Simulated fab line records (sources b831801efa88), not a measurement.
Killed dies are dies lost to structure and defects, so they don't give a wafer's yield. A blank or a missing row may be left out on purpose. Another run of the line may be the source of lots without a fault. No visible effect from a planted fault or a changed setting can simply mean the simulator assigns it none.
Matching of chambers	flow gf180mcu	cmp-02 running GF_V1_CMP_26: 4 sister chambers
The step polishes, stops on SiO2, t overpolish 15 s, target thk 0 nm. 22 wafers are shown with their chamber, then 11 later ones without.

== WAFERS PAIRED WITH THEIR CHAMBERS ==
wafer	chamber	time-to-endpoint-s (s)	platen-rpm (rpm)	overpolish-run-s (s)
L075.1	3	82	59.98	15.012
L075.3	0	81	59.98	14.998
L075.4	1	83	59.96	14.991
L076.1	2	87	60.05	15.012
L076.3	1	84	59.94	14.995
L076.6	1	83	60.01	14.990
L078.1	2	89	60.02	14.992
L078.3	1	87	60.02	14.997
L078.6	3	85	60.03	15.008
L080.3	2	84	60.05	15.004
L080.4	0	84	60.00	15.001
L080.5	3	79	59.98	14.999
L085.1	1	87	59.97	14.993
L085.3	2	89	59.99	14.999
L085.6	1	90	59.98	14.997
L089.2	0	80	59.99	14.989
L089.3	3	77	60.04	15.007
L089.4	1	84	59.95	14.993
L091.1	1	85	60.01	14.999
L091.4	3	80	60.07	15.000
L091.6	1	86	59.97	14.993
L092.1	3	82	60.02	15.002

SIGNATURES (averages over the wafers above)
reading	chamber 0	chamber 1	chamber 2	chamber 3	scatter within a chamber
time-to-endpoint-s	81.67	85.44	87.25	80.83	2.43
platen-rpm	59.9900	59.9789	60.0275	60.0200	0.0292
overpolish-run-s	14.99600	14.99422	15.00175	15.00467	0.00524
Rule: for each reading, subtract the chamber's mean from the wafer's reading, divide by that reading's scatter and square the result; add these up over the readings and take the root, which gives the wafer's distance from the chamber. The wafer belongs to the nearest chamber; if the next one is less than 2 further off, it can't be placed. The scatter: take each reading less its chamber's mean, square it, sum over the shown wafers, divide by the number of wafers less the number of chambers, and take the root.

== WAFERS WITH NO CHAMBER GIVEN ==
wafer	time-to-endpoint-s (s)	platen-rpm (rpm)	overpolish-run-s (s)
L092.2	87	59.95	14.999
L092.5	87	60.04	15.000
L093.1	92	59.95	15.010
L093.3	86	60.01	14.992
L093.4	89	59.94	15.009
L094.1	90	60.05	14.993
L094.3	88	60.03	15.021
L094.4	83	60.01	15.021
L096.1	88	59.98	15.012
L096.3	83	59.93	14.990
L096.4	90	60.00	14.993

== WHICH CHAMBER EACH WENT THROUGH ==
wafer	from the rows above	in truth
L092.2	can't be placed: 1 or 0 or 2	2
L092.5	can't be placed: 2 or 1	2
L093.1	can't be placed: 2 or 1 or 0 or 3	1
L093.3	can't be placed: 1 or 2 or 0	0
L093.4	can't be placed: 2 or 1 or 0 or 3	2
L094.1	can't be placed: 2 or 1 or 0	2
L094.3	can't be placed: 2 or 3 or 1 or 0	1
L094.4	can't be placed: 3 or 2 or 0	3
L096.1	can't be placed: 2 or 3 or 1 or 0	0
L096.3	can't be placed: 1 or 0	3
L096.4	can't be placed: 1 or 2 or 0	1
Placed correctly: 0 of 11. Can't be placed from these rows: 11 (the true chamber is among the candidates in 10). Wrongly placed: 0.
